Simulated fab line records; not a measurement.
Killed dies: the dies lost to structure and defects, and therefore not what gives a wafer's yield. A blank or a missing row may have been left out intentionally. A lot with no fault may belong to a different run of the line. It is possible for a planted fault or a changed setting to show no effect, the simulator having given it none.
Which tool did it? | flow gf180mcu | Sampling: 12 lots, 35 wafers, 6 of 602 route steps

WHAT THE GAUGES READ, wafer by wafer
GF_HV_LDD_OVL_MEAS_08.
lot  | measured     | on         | HV_LDD_OVL (nm)
L908 | day 10 18:46 | overlay-02 | -0.6 -0.1 1.1
L910 | day 11 13:50 | overlay-01 | 0.5 -1.3 -0.8
L911 | day 11 14:07 | overlay-01 | -0.1 0.7 -0.5
L912 | day 11 19:55 | overlay-01 | -2.6 -1.2 -2.6
L914 | day 12 10:43 | overlay-01 | 0.9 1.5 0.1
L917 | day 13 02:01 | overlay-02 | -0.5 -0.7 -1.2
L920 | day 13 22:01 | overlay-02 | 1.6 0.1 0.6
L921 | day 14 06:09 | overlay-02 | 0.8 -0.1 2.0
L923 | day 15 02:31 | overlay-02 | 1.9 -0.2 0.5
L926 | day 15 20:13 | overlay-01 | -0.9 -3.0 -1.2
L929 | day 16 13:03 | overlay-02 | 1.5 -2.1
L930 | day 16 15:46 | overlay-02 | -0.5 -0.2 -0.4

GF_PSD_RS_MEAS_14: uses a four-point probe to measure.
lot  | measured     | on           | NSD_RS (ohm/sq)
L908 | day 14 23:48 | filmMetro-03 | 46.22 46.27 46.32
L910 | day 15 22:59 | filmMetro-02 | 45.94 46.06 46.04
L911 | day 16 00:19 | filmMetro-03 | 46.34 46.18 46.20
L912 | day 16 04:32 | filmMetro-03 | 46.13 46.27 46.28
L914 | day 17 01:41 | filmMetro-02 | 46.05 45.99 45.87
L917 | day 17 19:35 | filmMetro-04 | 45.99 46.03 46.07
L920 | day 18 19:46 | filmMetro-03 | 46.85 46.82 46.94
L921 | day 19 04:03 | filmMetro-04 | 46.73 46.70 46.77
L923 | day 20 03:02 | filmMetro-02 | 46.11 46.00 46.18
L926 | day 21 00:11 | filmMetro-04 | 46.09 46.08 46.15
L929 | day 21 15:20 | filmMetro-03 | 46.32 46.38
L930 | day 21 18:04 | filmMetro-04 | 46.13 45.97 46.10

WHICH TOOL RAN EACH LOT (tool, then ch and the chambers of the sampled wafers, then the start)
lot  | GF_HV_LDD_RTA_52                | GF_NSD_IMPLANT_10               | GF_NSD_STRIP_11                     | GF_PSD_RTA_13
L908 | rtpAnneal-02 ch 0, day 13 02:51 | implanter-02 ch 0, day 14 01:22 | plasmaAsher-02 ch 0,1, day 14 01:31 | rtpAnneal-02 ch 0, day 14 23:43
L910 | rtpAnneal-01 ch 0, day 14 00:57 | implanter-01 ch 0, day 15 01:11 | plasmaAsher-03 ch 0,1, day 15 01:20 | rtpAnneal-01 ch 0, day 15 22:55
L911 | rtpAnneal-02 ch 0, day 14 01:54 | implanter-04 ch 0, day 15 01:55 | plasmaAsher-02 ch 0,1, day 15 02:04 | rtpAnneal-01 ch 0, day 16 00:14
L912 | rtpAnneal-02 ch 0, day 14 06:27 | implanter-01 ch 0, day 15 06:43 | plasmaAsher-02 ch 0,1, day 15 06:52 | rtpAnneal-01 ch 0, day 16 04:27
L914 | rtpAnneal-02 ch 0, day 15 01:12 | implanter-02 ch 0, day 16 02:53 | plasmaAsher-03 ch 0,1, day 16 03:02 | rtpAnneal-01 ch 0, day 17 01:36
L917 | rtpAnneal-02 ch 0, day 15 17:21 | implanter-01 ch 0, day 16 18:59 | plasmaAsher-01 ch 0,1, day 16 19:08 | rtpAnneal-01 ch 0, day 17 19:30
L920 | rtpAnneal-01 ch 0, day 16 16:08 | implanter-01 ch 0, day 17 19:22 | plasmaAsher-01 ch 0,1, day 17 19:28 | rtpAnneal-02 ch 0, day 18 19:40
L921 | rtpAnneal-02 ch 0, day 17 01:42 | implanter-01 ch 0, day 18 03:31 | plasmaAsher-03 ch 0,1, day 18 03:40 | rtpAnneal-01 ch 0, day 19 03:58
L923 | rtpAnneal-02 ch 0, day 17 22:59 | implanter-04 ch 0, day 19 01:59 | plasmaAsher-02 ch 0,1, day 19 02:05 | rtpAnneal-02 ch 0, day 20 02:53
L926 | rtpAnneal-01 ch 0, day 18 18:32 | implanter-02 ch 0, day 19 23:41 | plasmaAsher-03 ch 0,1, day 19 23:47 | rtpAnneal-02 ch 0, day 21 00:03
L929 | rtpAnneal-02 ch 0, day 19 12:36 | implanter-02 ch 0, day 20 15:59 | plasmaAsher-01 ch 1, day 20 16:08   | rtpAnneal-01 ch 0, day 21 15:14
L930 | rtpAnneal-01 ch 0, day 19 14:56 | implanter-02 ch 0, day 20 17:43 | plasmaAsher-02 ch 0,1, day 20 17:49 | rtpAnneal-01 ch 0, day 21 17:58
- GF_HV_LDD_RTA_52: time 10 s.
- GF_NSD_IMPLANT_10
- GF_NSD_STRIP_11: strips in O2/N2.
- GF_PSD_RTA_13: time 20 s.

AS READ BY THE TOOLS THEMSELVES (means over the sampled wafers that have a number; for cases with no such wafer, the mark the record gives instead)
GF_HV_LDD_RTA_52.
lot  | tool         | lampPowerPct (%) | wafer_temp_C_max
L908 | rtpAnneal-02 | 33.6             | 1004.0
L910 | rtpAnneal-01 | 32.6             | 1004.9
L911 | rtpAnneal-02 | 33.7             | 1004.8
L912 | rtpAnneal-02 | 33.7             | 1004.0
L914 | rtpAnneal-02 | 33.7             | 1005.6
L917 | rtpAnneal-02 | 33.7             | 1005.2
L920 | rtpAnneal-01 | 32.6             | 1005.0
L921 | rtpAnneal-02 | 33.7             | 1004.5
L923 | rtpAnneal-02 | 33.7             | 1004.3
L926 | rtpAnneal-01 | 32.6             | 1005.1
L929 | rtpAnneal-02 | 33.7             | 1003.7
L930 | rtpAnneal-01 | 32.6             | 1004.8

GF_NSD_IMPLANT_10.
lot  | tool         | beamEnergyKeV
L908 | implanter-02 | 40.001
L910 | implanter-01 | 40.002
L911 | implanter-04 | 39.994
L912 | implanter-01 | 40.000
L914 | implanter-02 | 40.000
L917 | implanter-01 | 39.990
L920 | implanter-01 | 35.220
L921 | implanter-01 | 35.212
L923 | implanter-04 | 39.994
L926 | implanter-02 | 39.991
L929 | implanter-02 | 39.982
L930 | implanter-02 | 40.016

GF_NSD_STRIP_11.
lot  | tool           | drypumpMotorCurrentA (A) | heaterPowerW (W) | oesProductAu (a.u.) | stripTimeToEndpointS (s)
L908 | plasmaAsher-02 | 5.3                      | 347              | 0.485               | 22.97
L910 | plasmaAsher-03 | 6.1                      | 388              | 0.486               | 23.03
L911 | plasmaAsher-02 | 5.2                      | 336              | 0.488               | 22.95
L912 | plasmaAsher-02 | 5.3                      | 332              | 0.485               | 23.04
L914 | plasmaAsher-03 | 6.1                      | 386              | 0.482               | 23.04
L917 | plasmaAsher-01 | 5.5                      | 341              | 0.484               | 23.01
L920 | plasmaAsher-01 | 5.5                      | 341              | 0.490               | 22.84
L921 | plasmaAsher-03 | 5.9                      | 391              | 0.492               | 22.81
L923 | plasmaAsher-02 | 5.2                      | 336              | 0.484               | 22.95
L926 | plasmaAsher-03 | 5.9                      | 398              | 0.490               | 23.02
L929 | plasmaAsher-01 | 5.4                      | 328              | 0.489               | 23.05
L930 | plasmaAsher-02 | 5.3                      | 336              | 0.484               | 23.01

GF_PSD_RTA_13.
lot  | tool         | lampPowerPct (%) | wafer_temp_C_max
L908 | rtpAnneal-02 | 35.0             | 1029.8
L910 | rtpAnneal-01 | 33.9             | 1030.2
L911 | rtpAnneal-01 | 33.9             | 1029.7
L912 | rtpAnneal-01 | 33.8             | 1030.7
L914 | rtpAnneal-01 | 33.8             | 1030.1
L917 | rtpAnneal-01 | 33.8             | 1030.2
L920 | rtpAnneal-02 | 34.9             | 1028.9
L921 | rtpAnneal-01 | 33.8             | 1031.4
L923 | rtpAnneal-02 | 34.9             | 1029.4
L926 | rtpAnneal-02 | 34.9             | 1029.5
L929 | rtpAnneal-01 | 33.8             | 1031.5
L930 | rtpAnneal-01 | 33.8             | 1030.6

THE ANSWER, worked out from the rows above alone
Rule: usual is defined by the lots themselves. Put in order of their means at a reading, lots are off if they are a third of the lots or fewer, leave a main group of 4 or more, and stand apart from it by a gap of 3 or more times the standard deviation of the main group's means; of several such gaps the widest counts. The tables above print the reading to a certain number of digits; a main group whose means all agree to those digits is not used. Also off: a lot with no number at a reading for which 4 or more lots have one. The other lots that the step has rows for count as sound. First the gauges in route order, then the tools' own readings, where a lot's mean is used as printed above. The first step at which some lot is off is used, and at that step the reading that is off furthest; a lot without a number counts as furthest.
Off: L920, L921, seen at GF_PSD_RS_MEAS_14 (NSD_RS). For the main group the mean is 46.14 ohm/sq and the standard deviation 0.12.
If a tool, at a process step before that reading, ran all the lots that are off and no sound lot after the first of them, it fits. The gauges at GF_PSD_RS_MEAS_14 aren't tried: what is off there is off at GF_NSD_IMPLANT_10 too, on other tools, and a gauge's error can't cause that. One fits: GF_NSD_IMPLANT_10 on implanter-01. A fault onset in the window from L917 (day 16 18:59, its last sound lot) to L920 (day 17 19:22, its first lot off) fits.
On the lots that are off, the tool's own readings at GF_NSD_IMPLANT_10 differ by more than 5 times the standard deviation of the sound lots' means, which bears it out; beamEnergyKeV reads 35.216 there versus 39.997 on the sound lots.

WHAT THE SIMULATOR HAD INSERTED
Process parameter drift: implanter-01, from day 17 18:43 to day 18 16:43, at GF_NSD_IMPLANT_10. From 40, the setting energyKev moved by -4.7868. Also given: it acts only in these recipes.
Shown lots that were struck: L920, L921. Same finding as the rule above.
